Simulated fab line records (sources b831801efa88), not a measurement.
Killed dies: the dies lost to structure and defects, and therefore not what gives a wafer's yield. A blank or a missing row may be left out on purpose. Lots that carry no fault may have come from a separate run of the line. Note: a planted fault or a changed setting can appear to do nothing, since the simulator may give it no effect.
The tool behind it: which one? || flow gf180mcu || 6 lots with 18 wafers sampled at 3 steps, on a route of 602 steps

## WHAT EACH GAUGE READ, for each wafer
GF_V4_RS_MEAS_24: a four-point-probe measurement.
{"lot": "L439", "measured": "day 24 23:37", "on": "film-metro-01", "V4_W_RS (ohm/sq)": "0.317 0.323 0.332"}
{"lot": "L441", "measured": "day 25 21:53", "on": "film-metro-01", "V4_W_RS (ohm/sq)": "0.327 0.324 0.320"}
{"lot": "L444", "measured": "day 26 22:20", "on": "film-metro-03", "V4_W_RS (ohm/sq)": "0.329 0.322 0.327"}
{"lot": "L448", "measured": "day 28 01:11", "on": "film-metro-01", "V4_W_RS (ohm/sq)": "0.328 0.328 0.330"}
{"lot": "L457", "measured": "day 30 14:59", "on": "film-metro-02", "V4_W_RS (ohm/sq)": "0.326 0.324 0.320"}
{"lot": "L459", "measured": "day 31 03:49", "on": "film-metro-02", "V4_W_RS (ohm/sq)": "0.328 0.329 0.329"}

## WHAT TOOL EACH LOT RAN ON (gives the tool, then ch and the chambers of the sampled wafers, and finally the start)
{"lot": "L439", "GF_M4_SPUTTER_02": "pvd-sputter-03, day 22 23:49", "GF_M4_METAL_ETCH_16": "rie-metal-01 ch 0,1, day 23 21:53"}
{"lot": "L441", "GF_M4_SPUTTER_02": "pvd-sputter-02, day 23 23:08", "GF_M4_METAL_ETCH_16": "rie-metal-02 ch 1, day 24 21:35"}
{"lot": "L444", "GF_M4_SPUTTER_02": "pvd-sputter-04, day 25 01:31", "GF_M4_METAL_ETCH_16": "rie-metal-01 ch 0,1, day 25 22:46"}
{"lot": "L448", "GF_M4_SPUTTER_02": "pvd-sputter-03, day 26 05:58", "GF_M4_METAL_ETCH_16": "rie-metal-04 ch 0,1, day 27 03:06"}
{"lot": "L457", "GF_M4_SPUTTER_02": "pvd-sputter-03, day 28 21:31", "GF_M4_METAL_ETCH_16": "rie-metal-02 ch 1, day 29 17:22"}
{"lot": "L459", "GF_M4_SPUTTER_02": "pvd-sputter-04, day 29 09:17", "GF_M4_METAL_ETCH_16": "rie-metal-04 ch 0,1, day 30 03:34"}
- GF_M4_SPUTTER_02: material AlCu, target thk 450 nm, time 23.9 s.
- GF_M4_METAL_ETCH_16: etches the open film in Cl2/BCl3, stops on SiO2, target depth 750.8 nm, time 125.1 s.

## THE ANSWER, worked out from the rows above alone
Rule: the usual values come from the lots themselves. Put in order of their means at a reading, lots are off if they are a third of the lots or fewer, leave a main group of 4 or more, and stand apart from it by a gap of 3 or more times the standard deviation of the main group's means; of several such gaps the widest counts. A main group whose means are all the same, to the digits that the tables above print for the reading, isn't used. A lot without any number at a reading at which 4 lots or more have one is off too. All remaining lots with rows at the step are treated as sound.
Nothing can be told from this: no lot is off at any reading shown.

## WHAT THE SIMULATOR HAD PUT IN
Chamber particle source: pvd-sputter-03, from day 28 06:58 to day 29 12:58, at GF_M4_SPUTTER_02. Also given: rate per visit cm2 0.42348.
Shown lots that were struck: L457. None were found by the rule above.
